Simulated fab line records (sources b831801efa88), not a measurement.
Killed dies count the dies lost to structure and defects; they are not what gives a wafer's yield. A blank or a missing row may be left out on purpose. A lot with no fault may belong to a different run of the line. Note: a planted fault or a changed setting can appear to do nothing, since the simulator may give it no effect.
Chamber matching | flow sky130 | cmp-02 running SKY_LI_CONTACT_CMP_02: 4 sister chambers
The step polishes PSG. 4 wafers are shown with their chamber, then 12 later ones without.

== WAFERS WITH THEIR CHAMBER ==
wafer  | chamber | motorCurrentA (A)
L090.4 | 0       | 14.1
L092.1 | 1       | 12.0
L092.3 | 2       | 14.6
L092.6 | 3       | 12.2

== WAFERS WITH NO CHAMBER GIVEN ==
wafer  | motorCurrentA (A)
L093.1 | 13.9
L093.2 | 13.0
L093.4 | 12.4
L095.3 | 13.4
L095.4 | 12.4
L095.5 | 14.3
L096.1 | 12.5
L096.4 | 14.3
L096.6 | 14.8
L097.2 | 13.6
L097.5 | 12.0
L097.6 | 14.3

== WHICH CHAMBER EACH WENT THROUGH ==
wafer  | from the rows above               | in truth
L093.1 | can't be placed: 0 or 2           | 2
L093.2 | can't be placed: 3 or 1 or 0      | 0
L093.4 | can't be placed: 3 or 1           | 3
L095.3 | can't be placed: 0 or 2 or 3 or 1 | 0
L095.4 | can't be placed: 3 or 1           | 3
L095.5 | can't be placed: 0 or 2           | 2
L096.1 | can't be placed: 3 or 1           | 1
L096.4 | can't be placed: 0 or 2           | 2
L096.6 | can't be placed: 2 or 0           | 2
L097.2 | can't be placed: 0 or 2           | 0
L097.5 | can't be placed: 1 or 3           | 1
L097.6 | can't be placed: 0 or 2           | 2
Correct placement for 0 of the 12. These rows do not allow placing 12 (true chamber among the candidates in 12). Number placed wrongly: 0.
How it was worked out, from the rows above alone: a wafer's distance from a chamber is the root of the sum, over the readings, of the square of ((its reading less the chamber's mean) divided by the reading's scatter). The wafer belongs to the nearest chamber; if the next one is less than 2 further off, it can't be placed. Each chamber's mean is taken over the wafers shown for it. The scatter: with one shown wafer a chamber, the root of the mean of the squares of how far each hidden wafer lies from its nearest shown one.
